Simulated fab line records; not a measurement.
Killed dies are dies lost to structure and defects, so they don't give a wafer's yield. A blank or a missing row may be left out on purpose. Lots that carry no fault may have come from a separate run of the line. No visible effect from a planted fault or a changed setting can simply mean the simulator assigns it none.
Struck lot and sound lot, side by side || flow sfq-line || 17 out of 325 route steps
Sound: the wafers L718.2, L718.5, L718.6. Struck: wafers L724.1, L724.6 (left out: L724.3, a lot-mate that was not struck); the cause follows at the end.
Each step with rows lists, per side, the tool, then ch with its chambers, then its first start. Under that, the readings that differ: sound wafers || struck wafers || difference of the means || sigmas: that difference in standard deviations of wafers without a fault.
alike: a reading whose means differ by less than 2 such deviations, as well as words and numbers matching on both sides. not compared: withheld readings; readings where some wafer has no value; bounds like >300 that might hide an equal value; numbers whose values overlap and for which the record gives no deviation.
A row with sigmas, a row that says differs or no value, or rows on one side alone: a step with any of these is where the two part. Numbers that don't overlap but have no deviation are shown without sigmas and don't part them. Lack of a reading on every wafer of one side parts them only where that side has two or more wafers.

SFQ_TRILAYER_I0_VIA_BARC_OPEN_VIA_ETCH_046: etches BARC in O2, target depth 125 nm, time 41.7 s.
  sound on rie-diel-04 ch 2,3, day 13 21:37; struck on rie-diel-04 ch 0,3, day 15 17:05
  alike: drypump-motor-current-A, oes-product-au
  not compared: rf-hours-counter-h
SFQ_TRILAYER_I0_VIA_ETCH_VIA_ETCH_034: etches SiO2 in CHF3, stops on Nb, target depth 260 nm.
  sound on rie-diel-04 ch 2,3, day 13 21:40; struck on rie-diel-04 ch 0,3, day 15 17:07
  alike: drypump-motor-current-A, oes-product-au
SFQ_TRILAYER_I0_VIA_STRIP_STRIP_035: strips in O2.
  sound on rie-metal-02 ch 0,1, day 13 21:47; struck on rie-metal-01 ch 0,1, day 15 17:14
  alike: drypump-motor-current-A, he-backside-leak-sccm, oes-product-au
  not compared: rf-hours-counter-h
then, 2 steps without rows for these wafers: SFQ_TRILAYER_I0_VIA_STRIP_SOLV_CLEAN_036 (cleans in NMP, time 600 s); SFQ_TRILAYER_M1_DEP_PRE_CLEAN_038 (time 22.5 s).
SFQ_TRILAYER_M1_DEP_SPUTTER_037: material Nb, target thk 200 nm, time 133.3 s.
  sound on pvd-sputter-06 at day 13 22:35; struck on pvd-sputter-03 at day 15 18:13
{"reading": "substrate-temp-c (C)", "sound": "19.98 19.75 19.82", "struck": "20.14 20.11", "difference": "+0.27", "sigmas": "+2"}
  alike: throttle-valve-pct
SFQ_M1_RS_MEAS_909: measures by four-point-probe.
  sound on film-metro-02 at day 13 22:41; struck on film-metro-01 at day 15 18:19
  alike: M1_NB_RS
then, 4 steps without rows for these wafers: SFQ_TRILAYER_M1_LITHO_COAT_044 (resist thk 62 nm); SFQ_TRILAYER_M1_LITHO_COAT_039 (resist thk 600 nm); SFQ_TRILAYER_M1_LITHO_SOFTBAKE_043; SFQ_TRILAYER_M1_LITHO_EXPOSE_040 (exposes mask M1, target cd 500 nm).
-- the record jumps here: 6 days lie between the struck wafers' starts before and after --
SFQ_TRILAYER_M1_LITHO_PEB_042: peb time 60 s.
  sound on litho-track-02 ch 0, day 19 02:10; struck on litho-track-03 ch 0, day 22 01:21
then, 1 step without rows for these wafers: SFQ_TRILAYER_M1_LITHO_DEVELOP_041 (time 60 s).
SFQ_M1_OVL_MEAS_911:
  sound on overlay-02 at day 19 02:26; struck on overlay-02 at day 22 01:39
  alike: M1_OVL
SFQ_TRILAYER_M1_BARC_OPEN_METAL_ETCH_054: etches BARC in O2, target depth 125 nm, time 41.7 s.
  sound on rie-metal-01 ch 0,1, day 19 02:28; struck on rie-metal-01 ch 0, day 22 01:41
{"reading": "model.M1.cd-nm (nm)", "sound": "498.3 496.6 497.5", "struck": "486.5 489", "difference": -9.7, "sigmas": ""}
  alike: drypump-motor-current-A, he-backside-leak-sccm, oes-product-au
  not compared: rf-hours-counter-h
SFQ_TRILAYER_M1_ETCH_METAL_ETCH_042: etches Nb in Cl2/Ar, stops on SiO2, target depth 240 nm, time 120 s.
  sound on rie-metal-01 ch 0,1, day 19 02:32; struck on rie-metal-01 ch 0, day 22 01:44
{"reading": "model.M1.cd-nm (nm)", "sound": "496.1 495.8 495.4", "struck": "485.9 487.6", "difference": -9.0, "sigmas": ""}
  alike: drypump-motor-current-A, he-backside-leak-sccm, oes-product-au
  not compared: rf-hours-counter-h
SFQ_TRILAYER_M1_STRIP_STRIP_043: strips in O2.
  sound on rie-metal-01 ch 0,1, day 19 02:40; struck on rie-metal-01 ch 0, day 22 01:52
  alike: drypump-motor-current-A, he-backside-leak-sccm, oes-product-au
  not compared: rf-hours-counter-h

WHERE THEY PART
Within this record, at SFQ_TRILAYER_M1_DEP_SPUTTER_037 only. Later steps at which nothing parts them and some readings are alike: SFQ_M1_RS_MEAS_909, SFQ_M1_OVL_MEAS_911, SFQ_TRILAYER_M1_BARC_OPEN_METAL_ETCH_054, SFQ_TRILAYER_M1_ETCH_METAL_ETCH_042, SFQ_TRILAYER_M1_STRIP_STRIP_043.

WHY: what had been put in by the simulator
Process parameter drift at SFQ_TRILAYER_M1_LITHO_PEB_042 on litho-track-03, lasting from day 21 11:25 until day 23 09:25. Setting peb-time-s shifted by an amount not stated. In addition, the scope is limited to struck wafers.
